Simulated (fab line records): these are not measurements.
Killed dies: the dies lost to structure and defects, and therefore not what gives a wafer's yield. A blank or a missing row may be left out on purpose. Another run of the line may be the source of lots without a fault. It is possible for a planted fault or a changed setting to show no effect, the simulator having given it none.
Comparing a struck lot with a sound one	flow sky130	43 out of 708 route steps
Sound: the wafers L861.1, L861.2, L861.3. Struck: wafer L868.1 (left out: L868.3, L868.5 of the same lot, which were not struck); the cause appears at the end.
Each step with rows lists, per side, the tool, then ch with its chambers, then its first start. Under that, the readings that differ: sound wafers	struck wafers	difference of the means	sigmas: that difference in standard deviations of wafers without a fault.
alike: readings with means less than 2 such deviations apart, plus words and numbers identical on both sides. not compared: withheld readings, readings lacking a value on some wafer, bounds such as >300 that could conceal the same value, and numbers that have no deviation in the record and whose values overlap.
A row with sigmas, a row that says differs or no value, or rows on one side alone: a step with any of these is where the two part. Numbers that don't overlap but have no deviation are shown without sigmas and don't part them. Lack of a reading on every wafer of one side parts them only where that side has two or more wafers.

SKY_CONTACT_CMP_04: polishes SiO2.
  sound on cmp-02 ch 0,2,3, day 32 19:23; struck on cmp-02 ch 0, day 35 00:14
  alike: motor current A, time to endpoint s
SKY_CONTACT_BOW_MEAS_05:
  sound on film metro-03 at day 32 19:41; struck on film metro-02 at day 35 00:32
  alike: CONTACT_BOW
then, 8 steps without rows for these wafers: SKY_CONTACT_DEHYDRATE_06 (time 60 s); SKY_CONTACT_HMDS_07 (prime time 60 s); SKY_CONTACT_COAT_08 (resist thk 60 nm); SKY_CONTACT_COAT_09 (resist thk 450 nm); SKY_CONTACT_SOFTBAKE_10 (time 90 s); SKY_CONTACT_EXPOSE_11 (exposes mask CTM1, target cd 170 nm); SKY_CONTACT_PEB_12; SKY_CONTACT_DEVELOP_13 (develop time 60 s).
SKY_CONTACT_CD_MEAS_14: target cd 170 nm.
  sound on cd sem-02 at day 33 22:34; struck on cd sem-02 at day 36 03:48
  alike: cd nm
SKY_CONTACT_OVL_MEAS_15:
  sound on overlay-02 at day 33 22:41; struck on overlay-02 at day 36 03:55
  alike: CONTACT_OVL
SKY_CONTACT_ETCH_16: etches BARC in N2/H2, stops on SiO2, time 45.9 s, target depth 60 nm.
  sound on rie diel-01 ch 0,1,2, day 33 22:43; struck on rie diel-01 ch 1, day 36 03:57
  alike: drypump motor current A, oes product au, throttle valve pct
  not compared: rf hours counter h
then, 8 steps without rows for these wafers: SKY_CONTACT_ETCH_17 (etches SiO2 in C4F8/O2/Ar, stops on Si3N4, target depth 340 nm); SKY_CONTACT_ETCH_18 (etches Si3N4 in CHF3/O2, stops on TiN, time 39 s, target depth 75 nm); SKY_CONTACT_STRIP_19 (strips in O2/N2); SKY_CONTACT_STRIP_20 (strips in post etch residue remover, time 1200 s); SKY_CONTACT_CLEAN_21 (cleans in IPA, time 180 s); SKY_CONTACT_CLEAN_22 (cleans in O3/DIW); SKY_CONTACT_SPUTTER_23 (material TiN, target thk 20 nm, time 80 s); SKY_CONTACT_CVD_24 (deposits W, target thk 340 nm, time 102.12 s).
SKY_CONTACT_RS_MEAS_25: measures by four-point-probe.
  sound on film metro-02 at day 33 23:43; struck on film metro-03 at day 36 04:51
reading	sound	struck	difference	sigmas
CONTACT_W_RS (ohm/sq)	0.344 0.332 0.342	0.329	-0.010	-2
SKY_CONTACT_THK_MEAS_26: measures by xrf.
  sound on film metro-02 at day 33 23:50; struck on film metro-03 at day 36 04:58
reading	sound	struck	difference	sigmas
CONTACT_W_THK (nm)	333 343 334	357	+20	+3
then, 1 step without rows for these wafers: SKY_CONTACT_CMP_27 (polishes, stops on SiO2, t overpolish 15 s, target thk 0 nm).
SKY_METAL1_SPUTTER_00: material Ti, target thk 15 nm, time 10 s.
  sound on pvd sputter-04 at day 34 00:11; struck on pvd sputter-01 at day 36 05:20
  alike: cathode dc power W, throttle valve pct
SKY_METAL1_SPUTTER_01: material TiN, target thk 20 nm, time 16.7 s.
  sound on pvd sputter-04 at day 34 00:13; struck on pvd sputter-01 at day 36 05:21
  alike: cathode dc power W, throttle valve pct
then, 2 steps without rows for these wafers: SKY_METAL1_SPUTTER_02 (material AlCu, target thk 250 nm, time 13.3 s); SKY_METAL1_SPUTTER_03 (material Ti, target thk 5 nm, time 3.3 s).
SKY_METAL1_SPUTTER_04: material TiN, target thk 70 nm, time 58.3 s.
  sound on pvd sputter-04 at day 34 00:17; struck on pvd sputter-01 at day 36 05:25
  alike: cathode dc power W, throttle valve pct
SKY_METAL1_RS_MEAS_05: measures by four-point-probe.
  sound on film metro-01 at day 34 00:20; struck on film metro-02 at day 36 05:28
  alike: METAL1_ALCU_RS
SKY_METAL1_THK_MEAS_06: measures by xrf.
  sound on film metro-01 at day 34 00:27; struck on film metro-02 at day 36 05:35
  alike: METAL1_ALCU_THK
then, 8 steps without rows for these wafers: SKY_METAL1_DEHYDRATE_07 (time 60 s); SKY_METAL1_HMDS_08 (prime time 60 s); SKY_METAL1_COAT_09 (resist thk 60 nm); SKY_METAL1_COAT_10 (resist thk 450 nm); SKY_METAL1_SOFTBAKE_11 (time 90 s); SKY_METAL1_EXPOSE_12 (exposes mask MM1, target cd 140 nm); SKY_METAL1_PEB_13; SKY_METAL1_DEVELOP_14 (develop time 60 s).
SKY_METAL1_CD_MEAS_15: target cd 140 nm.
  sound on cd sem-01 at day 35 03:40; struck on cd sem-02 at day 37 08:33
  alike: cd nm
SKY_METAL1_OVL_MEAS_16:
  sound on overlay-02 at day 35 03:47; struck on overlay-02 at day 37 08:40
  alike: METAL1_OVL
SKY_METAL1_DESCUM_17: chemistry O2, time 8 s.
  sound on rie metal-04 ch 0,1, day 35 03:49; struck on rie metal-02 ch 0, day 37 08:42
  alike: drypump motor current A, oes product au
  not compared: rf hours counter h
-- the record jumps here: 12 days lie between the struck wafers' starts before and after (it left off in module METAL1 and takes up again in module PAD_OPEN, whose first step shown is number 708 of the route) --
SKY_PAD_OPEN_PROBE_99:
  sound on prober-01 at day 48 00:13; struck on prober-02 at day 49 12:28
reading	sound	struck	difference	sigmas
killed at contacts	27 12 16	84	+66	+11
killed dies	90 61 64	147	+75	+8
killed on rim	13 15 9	33	+21	+6
  alike: killed_at_M0_to_M3, killed_at_M4_up, killed at front end, killed at other, killed open, killed short

== WHERE THEY PART ==
Last at SKY_PAD_OPEN_PROBE_99 as far as this record goes, first at SKY_CONTACT_RS_MEAS_25.

WHY: whatever the simulator had introduced
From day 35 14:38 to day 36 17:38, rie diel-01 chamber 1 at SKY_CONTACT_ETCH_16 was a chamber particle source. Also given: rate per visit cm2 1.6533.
